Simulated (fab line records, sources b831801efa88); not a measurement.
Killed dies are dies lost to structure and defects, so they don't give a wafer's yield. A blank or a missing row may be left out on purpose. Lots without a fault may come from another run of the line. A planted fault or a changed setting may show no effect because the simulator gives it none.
Chamber matching | flow sky130 | SKY_VIA2_CMP_02 on cmp-02: 4 sister chambers
The step polishes SiO2. 14 wafers are shown with their chamber, then 7 later ones without.

WAFERS WITH THEIR CHAMBER
wafer  | chamber | motor_current_A (A) | slurry_filter_dp_kPa (kPa) | retaining_ring_pressure_frac
L287.1 | 0       | 12.8                | 13.54                      | 1.007
L287.3 | 2       | 12.0                | 13.60                      | 0.997
L287.5 | 3       | 14.4                | 13.62                      | 1.009
L292.3 | 2       | 12.6                | 13.29                      | 0.996
L292.4 | 1       | 12.0                | 13.32                      | 0.998
L292.5 | 0       | 12.6                | 13.73                      | 1.009
L297.1 | 0       | 12.6                | 13.41                      | 1.000
L297.2 | 3       | 13.9                | 13.47                      | 0.993
L297.3 | 2       | 13.3                | 13.48                      | 1.000
L298.2 | 3       | 14.3                | 13.67                      | 1.003
L298.4 | 1       | 11.8                | 13.45                      | 1.003
L298.6 | 1       | 11.7                | 13.28                      | 0.996
L301.1 | 0       | 12.9                | 13.72                      | 1.003
L301.3 | 2       | 12.7                | 13.61                      | 1.005

SIGNATURES (means of the wafers above)
reading                      | chamber 0 | chamber 1 | chamber 2 | chamber 3 | scatter within a chamber
motor_current_A              | 12.725    | 11.833    | 12.650    | 14.200    | 0.332
slurry_filter_dp_kPa         | 13.6000   | 13.3500   | 13.4950   | 13.5867   | 0.132
retaining_ring_pressure_frac | 1.00475   | 0.99900   | 0.99950   | 1.00167   | 0.00504
Rule: a wafer's distance from a chamber is the root of the sum, over the readings, of the square of ((its reading less the chamber's mean) divided by the reading's scatter). The wafer belongs to the nearest chamber; if the next one is less than 2 further off, it can't be placed. The scatter: the root of (the sum of the squares of (reading less its chamber's mean) over the shown wafers, divided by (wafers less chambers)).

WAFERS WITHOUT THEIR CHAMBER
wafer  | motor_current_A (A) | slurry_filter_dp_kPa (kPa) | retaining_ring_pressure_frac
L301.4 | 11.4                | 13.59                      | 0.996
L302.1 | 14.8                | 13.52                      | 1.003
L302.4 | 12.3                | 13.60                      | 1.003
L302.6 | 11.6                | 13.42                      | 1.002
L303.3 | 13.9                | 13.63                      | 0.994
L303.5 | 11.7                | 13.25                      | 1.002
L303.6 | 13.2                | 13.59                      | 1.000

WHICH CHAMBER EACH WENT THROUGH
wafer  | from the rows above          | in truth
L301.4 | can't be placed: 1 or 2      | 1
L302.1 | 3                            | 3
L302.4 | can't be placed: 0 or 2 or 1 | 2
L302.6 | 1                            | 1
L303.3 | 3                            | 3
L303.5 | 1                            | 1
L303.6 | can't be placed: 0 or 2 or 3 | 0
Placed correctly: 4 of 7. Can't be placed from these rows: 3 (the true chamber is among the candidates in 3). Placed wrongly: 0.
